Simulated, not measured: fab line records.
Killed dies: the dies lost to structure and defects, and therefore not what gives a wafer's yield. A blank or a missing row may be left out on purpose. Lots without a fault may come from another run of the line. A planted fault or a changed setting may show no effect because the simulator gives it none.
What tool caused it? -- flow gf180mcu -- Sampling: 13 lots, 39 wafers, 3 of 602 route steps

WHAT THE GAUGES READ, wafer by wafer
GF_M4_OVL_MEAS_15.
lot,measured,on,M4_OVL (nm)
L828,day 23 12:14,overlay-01,-9 -6 -3
L830,day 24 11:19,overlay-02,-8 -8 -12
L831,day 24 21:43,overlay-01,0 -10 -2
L834,day 26 11:28,overlay-02,-8 -11 -5
L836,day 26 13:08,overlay-01,-13 -9 -8
L837,day 27 03:33,overlay-01,-1 -7 1
L838,day 27 10:31,overlay-02,-6 -12 -10
L839,day 27 12:41,overlay-02,1 2 -4
L840,day 27 18:49,overlay-01,-7 -7 -10
L841,day 27 23:01,overlay-01,4 -6 -6
L844,day 28 23:19,overlay-02,-10 -5 -8
L845,day 29 03:48,overlay-02,0 -1 -8
L851,day 30 16:00,overlay-02,-11 2 -1

GF_V4_RS_MEAS_24: the measuring method here is four-point-probe.
lot,measured,on,V4_W_RS (ohm/sq)
L828,day 24 14:09,film-metro-04,0.329 0.319 0.333
L830,day 25 11:24,film-metro-03,0.318 0.325 0.319
L831,day 25 21:34,film-metro-03,0.311 0.318 0.318
L834,day 27 10:07,film-metro-03,0.331 0.329 0.322
L836,day 27 12:23,film-metro-04,0.325 0.325 0.322
L837,day 28 01:58,film-metro-03,0.325 0.323 0.329
L838,day 28 08:05,film-metro-04,0.314 0.332 0.314
L839,day 28 11:44,film-metro-04,0.314 0.314 0.330
L840,day 28 16:38,film-metro-03,0.313 0.329 0.315
L841,day 28 20:39,film-metro-03,0.331 0.312 0.313
L844,day 29 20:46,film-metro-03,0.327 0.332 0.331
L845,day 30 01:29,film-metro-03,0.316 0.330 0.332
L851,day 31 12:46,film-metro-01,0.319 0.319 0.334

TOOL THAT RAN EACH LOT (tool first, then ch and the chambers of the sampled wafers, then the start)
lot,GF_V4_PEB_12
L828,"litho-track-04 ch 0, day 24 12:45"
L830,"litho-track-04 ch 0, day 25 10:00"
L831,"litho-track-02 ch 0, day 25 20:11"
L834,"litho-track-02 ch 0, day 27 08:40"
L836,"litho-track-02 ch 0, day 27 11:01"
L837,"litho-track-01 ch 0, day 28 00:32"
L838,"litho-track-04 ch 0, day 28 06:43"
L839,"litho-track-02 ch 0, day 28 10:04"
L840,"litho-track-04 ch 0, day 28 15:16"
L841,"litho-track-02 ch 0, day 28 19:16"
L844,"litho-track-04 ch 0, day 29 19:23"
L845,"litho-track-02 ch 0, day 30 00:07"
L851,"litho-track-04 ch 0, day 31 11:23"
- GF_V4_PEB_12: peb time 90 s.

AS READ BY THE TOOLS THEMSELVES (means over the sampled wafers that have a number; for cases with no such wafer, the mark the record gives instead)
GF_V4_PEB_12.
lot,tool,heater-power-total-W (W)
L828,litho-track-04,85.66
L830,litho-track-04,85.65
L831,litho-track-02,85.74
L834,litho-track-02,85.73
L836,litho-track-02,85.72
L837,litho-track-01,85.71
L838,litho-track-04,85.75
L839,litho-track-02,85.66
L840,litho-track-04,85.69
L841,litho-track-02,85.73
L844,litho-track-04,85.73
L845,litho-track-02,87.38
L851,litho-track-04,85.74

THE ANSWER, worked out from the rows above alone
Rule: usual is defined by the lots themselves. The widest of any qualifying gaps counts: lots, ordered by their means at a reading, are off when they make up no more than a third of the lots, leave a main group of 4 or more, and stand apart from it by 3 or more times the standard deviation of that group's means. The tables above print the reading to a certain number of digits; a main group whose means all agree to those digits is not used. Also off: a lot with no number at a reading for which 4 or more lots have one. All remaining lots with rows at the step are treated as sound. First the gauges in route order, then the tools' own readings, where a lot's mean is used as printed above. At the first step where some lot is off, the reading lying furthest off is the one used; lots without a number count as furthest.
Off: L845 (GF_V4_PEB_12, heater-power-total-W). Main group: mean 85.71 W, sd 0.034.
A tool fits if, at that step or a process step before it, it ran every lot that is off, and no sound lot after the first of them. One candidate fits, namely litho-track-02 at GF_V4_PEB_12. A fault onset in the window from L841 (day 28 19:16, its last sound lot) to L845 (day 30 00:07, its first lot off) fits.
On the lots that are off, the tool's own readings at GF_V4_PEB_12 differ by more than 5 times the standard deviation of the sound lots' means, which bears it out; heater-power-total-W reads 87.38 W there versus 85.71 W on the sound lots.

WHAT THE SIMULATOR HAD INSERTED
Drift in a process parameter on litho-track-02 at GF_V4_PEB_12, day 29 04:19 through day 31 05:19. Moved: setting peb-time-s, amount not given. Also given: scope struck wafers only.
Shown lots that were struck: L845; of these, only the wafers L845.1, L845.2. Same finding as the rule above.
